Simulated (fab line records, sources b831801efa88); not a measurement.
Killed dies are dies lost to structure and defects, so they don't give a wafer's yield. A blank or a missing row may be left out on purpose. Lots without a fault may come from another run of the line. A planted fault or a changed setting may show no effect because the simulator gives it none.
fab line records | flow gf180mcu | part 1 of 2: steps 1 to 30 of 41
record lots=5 wafers=15 last_day=34
route steps=602 shown DUAL_GATE@146 POLY_GATE@157 HV_LDD@176
lots that met no fault: from a run of the same line without faults
start_h: hours from the record's first day to the start of the lot's first wafer shown | wait_h: hours since the lot's step before | " the same as in the row above | L1.1+2: a row that stands for several wafers | - no value, or no start given | * or withheld: withheld | < > ~ a bound
route shown NAME@n: a module of which the file shows steps, and the number in the route of the first | usual: mean/standard deviation of fault-free wafers | same: alike in all rows | chamber/n: place in a boat | sites: the reading at each site | _std_site: their standard deviation | _edge_site: outer sites' mean less inner sites' | radius_mm: how far each site lies from the wafer's centre | mask NAME#n: copy n | behind: the tool/chamber that last shaped the wafer | hold: why the lot was held/for how many hours/how that ended | device: the transistor (n, p or np) that didn't switch | end of line: the same wafers' tests at the end of the route | a step without rows: its recipe alone | killed: dies lost to structure and defects at the first sort, not the wafer's yield | map: a wafer's dies, x killed, . not, _ none there
set.NAME: the setting as run; set.NAME@STEP: as run at that earlier step | model.NAME: the simulator's own value behind a step, which no gauge read
lots at some steps of the route; a table a step, a row a wafer
services: from which hour (start_h, from the record's first day; less than 0 if before it) a tool's chamber was out of use, for how many hours, and why
## steps
# step GF_DUAL_GATE_HMDS_05
# recipe prime_time_s=60 prime_temp_c=120
# columns lot.wafer tool chamber start_h wait_h
L076.2+4+6 litho_track-02 0 181.26 0.1
L090.4+5+6 litho_track-02 0 276.96 0.1
L091.1+2+5 litho_track-02 0 283.03 0.1
L092.2+5+6 litho_track-01 0 298.74 0.1
L097.4+5+6 litho_track-03 0 325.14 0.1
# step GF_DUAL_GATE_COAT_06
# recipe resist=NOVOLAK spin_rpm=3000 resist_thk_nm=1000
# columns lot.wafer tool chamber start_h wait_h
L076.2+4+6 litho_track-02 0 181.41 0.1
L090.4+5+6 litho_track-02 0 277.11 0.1
L091.1+2+5 litho_track-02 0 283.18 0.1
L092.2+5+6 litho_track-01 0 298.89 0.1
L097.4+5+6 litho_track-03 0 325.29 0.1
# step GF_DUAL_GATE_SOFTBAKE_07
# recipe temp_c=90 time_s=60 resist=NOVOLAK
# usual plate_temp_C=90.02/0.13
# columns lot.wafer tool chamber start_h wait_h plate_temp_C
L076.2 litho_track-02 0 181.56 0.1 90.02
L076.4 " 0 " " 89.96
L076.6 " 0 " " 89.94
L090.4 litho_track-02 0 277.26 0.1 90.20
L090.5 " 0 " " 90.09
L090.6 " 0 " " 90.11
L091.1 litho_track-02 0 283.33 0.1 90.34
L091.2 " 0 " " 90.06
L091.5 " 0 " " 89.84
L092.2 litho_track-01 0 299.04 0.1 90.02
L092.5 " 0 " " 89.97
L092.6 " 0 " " 90.01
L097.4 litho_track-03 0 325.44 0.1 90.22
L097.5 " 0 " " 90.21
L097.6 " 0 " " 90.17
# step GF_DUAL_GATE_EXPOSE_08
# recipe mask_id=Dualgate target_cd_nm=700 na=0.6 source_shape=conventional sigma_outer=0.6 dose_mj=140
# usual focus_offset_nm=-0.1/0.5 stage_vel_mm_s=499.99/0.26
# same na=0.6
# columns lot.wafer tool chamber start_h wait_h mask focus_offset_nm stage_vel_mm_s
L076.2 iline_stepper-02 0 - - Dualgate#0 -0.1 499.33
L076.4 " 0 " " Dualgate#0 -0.4 499.52
L076.6 " 0 " " Dualgate#0 -0.5 499.98
L090.4 iline_stepper-01 0 - - Dualgate#0 0.1 500.03
L090.5 " 0 " " Dualgate#0 -0.6 499.91
L090.6 " 0 " " Dualgate#0 -0.7 500.14
L091.1 iline_stepper-01 0 - - Dualgate#0 -0.5 500.43
L091.2 " 0 " " Dualgate#0 -0.7 500.13
L091.5 " 0 " " Dualgate#0 -0.1 500.54
L092.2 iline_stepper-01 0 - - Dualgate#0 -0.1 499.68
L092.5 " 0 " " Dualgate#0 0.6 499.60
L092.6 " 0 " " Dualgate#0 0.4 500.05
L097.4 iline_stepper-02 0 - - Dualgate#0 -0.1 499.82
L097.5 " 0 " " Dualgate#0 0.0 499.89
L097.6 " 0 " " Dualgate#0 -0.1 499.86
# step GF_DUAL_GATE_PEB_09
# recipe temp_c=withheld time_s=* resist=NOVOLAK
# columns lot.wafer tool chamber start_h wait_h
L076.2+4+6 litho_track-03 0 - -
L090.4+5+6 litho_track-02 0 - -
L091.1+2+5 litho_track-01 0 - -
L092.2+5+6 litho_track-01 0 - -
L097.4+5+6 litho_track-01 0 - -
# step GF_DUAL_GATE_DEVELOP_10
# recipe develop_time_s=60 dev_temp_c=23
# columns lot.wafer tool chamber start_h wait_h
L076.2+4+6 litho_track-03 0 189.65 0.1
L090.4+5+6 litho_track-02 0 287.11 0.1
L091.1+2+5 litho_track-01 0 292.81 0.1
L092.2+5+6 litho_track-01 0 309.09 0.1
L097.4+5+6 litho_track-01 0 335.79 0.1
# step GF_DUAL_GATE_OVL_MEAS_11
# usual DUAL_GATE_OVL=-0.7/1.7
# columns lot.wafer tool chamber start_h wait_h DUAL_GATE_OVL[nm]
L076.2 overlay-02 - 189.78 0.1 -3.2
L076.4 " - " " -1.4
L076.6 " - " " -2.0
L090.4 overlay-01 - 287.20 0.1 1.3
L090.5 " - " " 3.8
L090.6 " - " " 0.9
L091.1 overlay-01 - 292.96 0.1 -3.0
L091.2 " - " " -3.5
L091.5 " - " " -2.0
L092.2 overlay-01 - 309.22 0.1 -2.8
L092.5 " - " " -2.2
L092.6 " - " " -1.0
L097.4 overlay-01 - 335.88 0.1 -1.8
L097.5 " - " " -0.2
L097.6 " - " " 0.7
# step GF_DUAL_GATE_WET_ETCH_12
# recipe chemistry=dHF target_depth_nm=13 dry=n2_spin target=SiO2 temp_c=25 dilution=100:1 time_s=260
# columns lot.wafer tool chamber start_h wait_h
L076.2+4+6 wet_bench-01 2 189.81 0.0
L090.4+5+6 wet_bench-01 2 287.22 0.0
L091.1+2+5 wet_bench-03 3 293.00 0.0
L092.2+5+6 wet_bench-04 1 309.25 0.0
L097.4+5+6 wet_bench-03 2 335.90 0.0
# step GF_DUAL_GATE_STRIP_13
# recipe chemistry=O2/N2 power_w=1400 pressure_mtorr=1500 platen_temp_c=250 o2_flow_sccm=3000 n2_flow_sccm=300 overash_fraction=0.5
# usual drypump_motor_current_A=5.6/0.58 heater_power_w=334/39 oes_product_au=0.717/0.0048 strip_time_to_endpoint_s=12.65/0.032
# columns lot.wafer tool chamber start_h wait_h drypump_motor_current_A heater_power_w oes_product_au rf_hours_counter_h strip_time_to_endpoint_s
L076.2 plasma_asher-02 0 189.89 0.0 6.3 321 0.711 6 12.64
L076.4 " 0 " " 6.3 324 0.714 - 12.63
L076.6 " 1 " " 5.9 335 0.713 - 12.65
L090.4 plasma_asher-03 0 287.34 0.0 5.0 341 0.721 - 12.67
L090.5 " 1 " " 5.8 287 0.720 - 12.64
L090.6 " 0 " " 4.9 348 0.709 - 12.65
L091.1 plasma_asher-03 1 293.09 0.0 5.9 285 0.722 46 12.63
L091.2 " 0 " " 5.0 345 0.713 46 12.64
L091.5 " 0 " " 5.0 336 0.716 - 12.65
L092.2 plasma_asher-04 0 309.33 0.0 4.6 319 0.722 71 12.65
L092.5 " 0 " " 4.6 311 0.720 - 12.65
L092.6 " 1 " " 5.7 418 0.711 - 12.61
L097.4 plasma_asher-03 0 336.01 0.0 4.9 348 0.718 - 12.64
L097.5 " 0 " " 5.0 353 0.715 - 12.64
L097.6 " 1 " " 5.8 297 0.718 - 12.63
# step GF_DUAL_GATE_CLEAN_14
# recipe chemistry=SC1/SC2 mix=1:4:20 temp_c=70 time_s=150 dry=n2_spin
# columns lot.wafer tool chamber start_h wait_h
L076.2+4+6 wet_bench-04 3 189.99 0.1
L090.4+5+6 wet_bench-01 0 287.41 0.0
L091.1+2+5 wet_bench-04 3 293.19 0.1
L092.2+5+6 wet_bench-01 1 309.43 0.1
L097.4+5+6 wet_bench-01 3 336.08 0.0
# step GF_DUAL_GATE_OXIDATION_15
# recipe temp_c=850 ambient=O2 stabilise_s=600 purge_s=300 target_thk_a=70.98 ox_time_s=1995
# columns lot.wafer tool chamber start_h wait_h
L076.2+4+6 furnace-01 0 191.16 1.1
L090.4+5+6 furnace-01 0 289.35 1.9
L091.1+2+5 furnace-01 0 293.78 0.5
L092.2+5+6 furnace-01 0 309.48 0.0
L097.4+5+6 furnace-01 0 337.00 0.9
# step GF_POLY_GATE_CVD_00
# recipe material=poly-Si target_thk_nm=200 temp_c=620 time_s=1200 pressure_mtorr=200
# columns lot.wafer tool chamber start_h wait_h
L076.2+4+6 lpcvd-01 0 192.72 0.0
L090.4+5+6 lpcvd-02 1 290.91 0.0
L091.1+2+5 lpcvd-01 0 295.33 0.0
L092.2+5+6 lpcvd-02 0 311.03 0.0
L097.4+5+6 lpcvd-02 1 338.89 0.3
# step GF_POLY_GATE_THK_MEAS_01
# recipe reads=poly-Si_of_POLY_GATE_CVD_00
# usual POLY_GATE_CVD_00_THK=199.9/1.9
# columns lot.wafer tool chamber start_h wait_h POLY_GATE_CVD_00_THK[nm]
L076.2 film_metro-04 - 194.06 0.0 198.2
L076.4 " - " " 197.1
L076.6 " - " " 200.2
L090.4 film_metro-02 - 292.27 0.0 198.7
L090.5 " - " " 198.2
L090.6 " - " " 197.6
L091.1 film_metro-03 - 296.66 0.0 196.5
L091.2 " - " " 196.9
L091.5 " - " " 198.9
L092.2 film_metro-04 - 312.38 0.0 197.2
L092.5 " - " " 197.8
L092.6 " - " " 199.5
L097.4 film_metro-04 - 340.25 0.0 199.6
L097.5 " - " " 198.6
L097.6 " - " " 199.5
# step GF_POLY_GATE_DEHYDRATE_02
# recipe temp_c=200 time_s=60
# usual plate_temp_C=199.98/0.17
# columns lot.wafer tool chamber start_h wait_h plate_temp_C
L076.2 litho_track-03 0 202.30 8.2 200.12
L076.4 " 0 " " 199.93
L076.6 " 0 " " 200.22
L090.4 litho_track-03 0 301.79 9.5 200.12
L090.5 " 0 " " 199.98
L090.6 " 0 " " 199.76
L091.1 litho_track-02 0 306.43 9.8 200.23
L091.2 " 0 " " 200.11
L091.5 " 0 " " 200.27
L092.2 litho_track-04 0 322.11 9.7 199.97
L092.5 " 0 " " 200.10
L092.6 " 0 " " 200.08
L097.4 litho_track-03 0 350.34 10.1 200.24
L097.5 " 0 " " 200.25
L097.6 " 0 " " 199.85
# step GF_POLY_GATE_HMDS_03
# recipe prime_time_s=60 prime_temp_c=120
# columns lot.wafer tool chamber start_h wait_h
L076.2+4+6 litho_track-03 0 202.45 0.1
L090.4+5+6 litho_track-03 0 301.94 0.1
L091.1+2+5 litho_track-02 0 306.58 0.1
L092.2+5+6 litho_track-04 0 322.26 0.1
L097.4+5+6 litho_track-03 0 350.49 0.1
# step GF_POLY_GATE_COAT_04
# recipe resist=BARC temp_c=withheld time_s=withheld spin_rpm=withheld resist_thk_nm=withheld
# columns lot.wafer tool chamber start_h wait_h
L076.2+4+6 litho_track-03 0 202.60 0.1
L090.4+5+6 litho_track-03 0 302.09 0.1
L091.1+2+5 litho_track-02 0 306.73 0.1
L092.2+5+6 litho_track-04 0 322.41 0.1
L097.4+5+6 litho_track-03 0 350.64 0.1
# step GF_POLY_GATE_COAT_05
# recipe resist=KrF spin_rpm=withheld resist_thk_nm=700
# columns lot.wafer tool chamber start_h wait_h
L076.2+4+6 litho_track-03 0 - -
L090.4+5+6 litho_track-03 0 - -
L091.1+2+5 litho_track-02 0 - -
L092.2+5+6 litho_track-04 0 - -
L097.4+5+6 litho_track-03 0 - -
# step GF_POLY_GATE_SOFTBAKE_06
# recipe temp_c=130 time_s=60 resist=KrF
# usual plate_temp_C=129.98/0.13
# columns lot.wafer tool chamber start_h wait_h plate_temp_C
L076.2 litho_track-03 0 - - 130.09
L076.4 " 0 " " 130.00
L076.6 " 0 " " 130.07
L090.4 litho_track-03 0 - - 130.17
L090.5 " 0 " " 129.77
L090.6 " 0 " " 130.15
L091.1 litho_track-02 0 - - 130.03
L091.2 " 0 " " 129.86
L091.5 " 0 " " 129.82
L092.2 litho_track-04 0 - - 129.72
L092.5 " 0 " " 129.90
L092.6 " 0 " " 129.98
L097.4 litho_track-03 0 - - 130.04
L097.5 " 0 " " 130.14
L097.6 " 0 " " 129.85
# step GF_POLY_GATE_EXPOSE_07
# recipe mask_id=Poly2 target_cd_nm=280 na=0.68 source_shape=conventional sigma_outer=0.6 dose_mj=28
# usual focus_offset_nm=0.2/0.47 stage_vel_mm_s=499.97/0.29
# same na=0.68
# columns lot.wafer tool chamber start_h wait_h mask focus_offset_nm stage_vel_mm_s
L076.2 krf_scanner-01 0 - - Poly2#0 0.2 499.54
L076.4 " 0 " " Poly2#0 0.5 500.09
L076.6 " 0 " " Poly2#0 -0.1 499.90
L090.4 krf_scanner-01 0 - - Poly2#0 0.2 499.84
L090.5 " 0 " " Poly2#0 0.0 500.09
L090.6 " 0 " " Poly2#0 -0.2 499.92
L091.1 krf_scanner-01 0 - - Poly2#0 0.2 499.96
L091.2 " 0 " " Poly2#0 0.3 500.08
L091.5 " 0 " " Poly2#0 0.3 499.88
L092.2 krf_scanner-01 0 - - Poly2#0 -0.1 499.77
L092.5 " 0 " " Poly2#0 0.4 499.84
L092.6 " 0 " " Poly2#0 0.3 499.80
L097.4 krf_scanner-01 0 - - Poly2#0 0.0 500.34
L097.5 " 0 " " Poly2#0 0.9 500.42
L097.6 " 0 " " Poly2#0 0.4 500.50
# step GF_POLY_GATE_PEB_08
# recipe peb_temp_c=135 peb_time_s=90 resist=KrF
# usual plate_temp_C=134.98/0.17
# same peb_time_s=90
# columns lot.wafer tool chamber start_h wait_h plate_temp_C
L076.2 litho_track-02 0 - - 135.08
L076.4 " 0 " " 135.06
L076.6 " 0 " " 135.19
L090.4 litho_track-04 0 - - 135.03
L090.5 " 0 " " 134.95
L090.6 " 0 " " 134.78
L091.1 litho_track-02 0 - - 134.94
L091.2 " 0 " " 134.93
L091.5 " 0 " " 134.89
L092.2 litho_track-02 0 - - 135.13
L092.5 " 0 " " 135.11
L092.6 " 0 " " 135.30
L097.4 litho_track-04 0 - - 134.88
L097.5 " 0 " " 134.92
L097.6 " 0 " " 134.76
# step GF_POLY_GATE_DEVELOP_09
# recipe develop_time_s=60 resist=KrF dev_temp_c=21
# columns lot.wafer tool chamber start_h wait_h
L076.2+4+6 litho_track-02 0 211.26 0.2
L090.4+5+6 litho_track-04 0 312.76 0.1
L091.1+2+5 litho_track-02 0 316.43 0.2
L092.2+5+6 litho_track-02 0 333.11 0.2
L097.4+5+6 litho_track-04 0 361.81 0.1
# step GF_POLY_GATE_CD_MEAS_10
# recipe target_cd_nm=280
# usual cd_nm=280.4/1.3
# columns lot.wafer tool chamber start_h wait_h cd_nm
L076.2 cd_sem-02 - 211.40 0.1 279.4
L076.4 " - " " 279.0
L076.6 " - " " 279.0
L090.4 cd_sem-02 - 312.89 0.1 280.1
L090.5 " - " " 278.7
L090.6 " - " " 278.7
L091.1 cd_sem-02 - 316.58 0.1 281.8
L091.2 " - " " 280.8
L091.5 " - " " 280.9
L092.2 cd_sem-01 - 333.25 0.1 282.6
L092.5 " - " " 284.0
L092.6 " - " " 282.7
L097.4 cd_sem-02 - 361.94 0.1 280.4
L097.5 " - " " 279.8
L097.6 " - " " 280.1
# step GF_POLY_GATE_OVL_MEAS_11
# usual POLY_GATE_OVL=2/4.7
# columns lot.wafer tool chamber start_h wait_h POLY_GATE_OVL[nm]
L076.2 overlay-02 - 211.51 0.1 -6
L076.4 " - " " -6
L076.6 " - " " 1
L090.4 overlay-02 - 312.97 0.1 -3
L090.5 " - " " 7
L090.6 " - " " 1
L091.1 overlay-01 - 316.70 0.1 2
L091.2 " - " " -2
L091.5 " - " " 0
L092.2 overlay-01 - 333.36 0.1 -1
L092.5 " - " " -13
L092.6 " - " " -2
L097.4 overlay-01 - 362.02 0.1 2
L097.5 " - " " 2
L097.6 " - " " 6
# step GF_POLY_GATE_ETCH_12
# recipe chemistry=N2/H2 target_depth_a=withheld overetch_a=withheld time_s=withheld target=BARC ion_energy_ev=200 source_w=500 bias_w=100 pressure_mtorr=30 n2_flow_sccm=100 h2_flow_sccm=200
# usual drypump_motor_current_A=5.8/0.41 oes_product_au=0.735/0.0044 throttle_valve_pct=13.214/0.0087
# columns lot.wafer tool chamber start_h wait_h drypump_motor_current_A oes_product_au throttle_valve_pct
L076.2 rie_diel-03 1 211.54 0.0 6.1 0.740 13.224
L076.4 " 2 " " 6.7 0.738 13.207
L076.6 " 1 " " 6.1 0.735 13.212
L090.4 rie_diel-02 2 312.99 0.0 5.8 0.733 13.218
L090.5 " 3 " " 5.7 0.738 13.216
L090.6 " 2 " " 5.8 0.740 13.209
L091.1 rie_diel-02 1 316.74 0.0 5.1 0.730 13.212
L091.2 " 2 " " 5.8 0.733 13.218
L091.5 " 3 " " 5.8 0.730 13.217
L092.2 rie_diel-03 2 333.39 0.0 6.7 0.734 13.203
L092.5 " 0 " " 6.1 0.735 13.214
L092.6 " 3 " " 5.5 0.736 13.215
L097.4 rie_diel-02 3 362.07 0.0 5.7 0.736 13.196
L097.5 " 0 " " 5.4 0.731 13.222
L097.6 " 1 " " 5.1 0.744 13.225
# step GF_POLY_GATE_ETCH_13
# recipe target=poly-Si target_depth_nm=198.5 stop_on=SiO2 over_etch_frac=0.403 chemistry=HBr/Cl2 icp_w=400 bias_w=100 pressure_mtorr=10 HBr_flow_sccm=150 Cl2_flow_sccm=50 time_s=69.6
# usual drypump_motor_current_A=5.8/0.46 oes_product_au=0.985/0.0079 throttle_valve_pct=33.685/0.01
# columns lot.wafer tool chamber start_h wait_h drypump_motor_current_A oes_product_au rf_hours_counter_h throttle_valve_pct
L076.2 rie_si-02 1 211.59 - 6.3 0.976 102 33.676
L076.4 " 2 " " 5.4 0.979 1 33.677
L076.6 " 2 " " 5.4 0.985 - 33.685
L090.4 rie_si-02 1 313.04 - 6.3 0.984 0 33.677
L090.5 " 2 " " 5.4 0.993 - 33.682
L090.6 " 1 " " 6.3 0.988 - 33.698
L091.1 rie_si-02 1 316.79 - 6.3 0.967 0 33.694
L091.2 " 3 " " 5.4 0.990 2 33.698
L091.5 " 1 " " 6.3 0.973 - 33.682
L092.2 rie_si-02 1 333.44 - 6.3 0.978 0 33.686
L092.5 " 3 " " 5.4 0.982 - 33.685
L092.6 " 0 " " 5.9 0.991 - 33.672
L097.4 rie_si-01 2 362.09 - 5.1 0.994 2 33.678
L097.5 " 1 " " 6.3 0.982 - 33.679
L097.6 " 2 " " 5.1 0.984 - 33.688
# step GF_POLY_GATE_STRIP_14
# recipe chemistry=O2/N2 power_w=1400 pressure_mtorr=1500 platen_temp_c=250 o2_flow_sccm=3000 n2_flow_sccm=300 overash_fraction=0.5
# usual drypump_motor_current_A=5.5/0.61 heater_power_w=351/39 oes_product_au=0.506/0.0047
# columns lot.wafer tool chamber start_h wait_h drypump_motor_current_A heater_power_w oes_product_au rf_hours_counter_h
L076.2 plasma_asher-04 1 211.64 0.0 5.7 422 0.496 61
L076.4 " 0 " " 4.6 315 0.497 -
L076.6 " 0 " " 4.6 319 0.503 -
L090.4 plasma_asher-02 0 313.13 0.1 6.3 323 0.513 -
L090.5 " 1 " " 5.9 319 0.501 -
L090.6 " 0 " " 6.3 318 0.510 -
L091.1 plasma_asher-04 0 316.84 0.0 4.6 315 0.522 72
L091.2 " 1 " " 5.7 426 0.507 72
L091.5 " 0 " " 4.6 314 0.503 -
L092.2 plasma_asher-01 0 333.49 0.0 6.0 374 0.511 67
L092.5 " 1 " " 4.9 340 0.509 -
L092.6 " 0 " " 5.9 378 0.498 -
L097.4 plasma_asher-02 0 362.18 0.1 6.3 320 0.501 -
L097.5 " 1 " " 5.9 324 0.511 -
L097.6 " 0 " " 6.3 323 0.507 -
# step GF_POLY_GATE_CLEAN_15
# recipe chemistry=SC1/SC2 mix=1:4:20 temp_c=70 time_s=150 dry=n2_spin
# columns lot.wafer tool chamber start_h wait_h
L076.2+4+6 wet_bench-01 3 211.74 0.1
L090.4+5+6 wet_bench-02 3 313.20 0.0
L091.1+2+5 wet_bench-04 3 316.94 0.1
L092.2+5+6 wet_bench-01 3 333.59 0.1
L097.4+5+6 wet_bench-04 0 362.25 0.0
# step GF_POLY_GATE_OXIDATION_16
# recipe temp_c=850 ambient=O2 stabilise_s=600 purge_s=300 target_thk_a=40 ox_time_s=899
# columns lot.wafer tool chamber start_h wait_h
L076.2+4+6 furnace-01 0 211.79 0.0
L090.4+5+6 furnace-01 0 313.25 0.0
L091.1+2+5 furnace-02 0 317.00 0.0
L092.2+5+6 furnace-02 0 334.57 0.9
L097.4+5+6 furnace-01 0 362.30 0.0
# step GF_POLY_GATE_THK_MEAS_17
# recipe reads=SiO2_of_POLY_GATE_OXIDATION_16
# usual POLY_GATE_OXIDATION_THK=4.02/0.074
# columns lot.wafer tool chamber start_h wait_h POLY_GATE_OXIDATION_THK[nm]
L076.2 film_metro-04 - 213.05 0.0 4.02
L076.4 " - " " 3.96
L076.6 " - " " 4.08
L090.4 film_metro-03 - 314.53 0.0 4.10
L090.5 " - " " 4.09
L090.6 " - " " 4.06
L091.1 film_metro-03 - 318.25 0.0 3.97
L091.2 " - " " 3.91
L091.5 " - " " 4.01
L092.2 film_metro-02 - 335.83 0.0 4.20
L092.5 " - " " 4.26
L092.6 " - " " 4.09
L097.4 film_metro-02 - 363.58 0.0 4.10
L097.5 " - " " 4.06
L097.6 " - " " 4.09
# step GF_POLY_GATE_CD_MEAS_18
# usual cd_nm=280.5/1.9
# columns lot.wafer tool chamber start_h wait_h cd_nm
L076.2 cd_sem-02 - 213.13 0.1 277.6
L076.4 " - " " 276.5
L076.6 " - " " 277.2
L090.4 cd_sem-01 - 314.64 0.1 282.0
L090.5 " - " " 276.7
L090.6 " - " " 280.2
L091.1 cd_sem-01 - 318.31 0.1 284.0
L091.2 " - " " 280.2
L091.5 " - " " 282.4
L092.2 cd_sem-01 - 335.91 0.1 281.9
L092.5 " - " " 284.3
L092.6 " - " " 283.7
L097.4 cd_sem-01 - 363.69 0.1 278.9
L097.5 " - " " 280.9
L097.6 " - " " 277.5
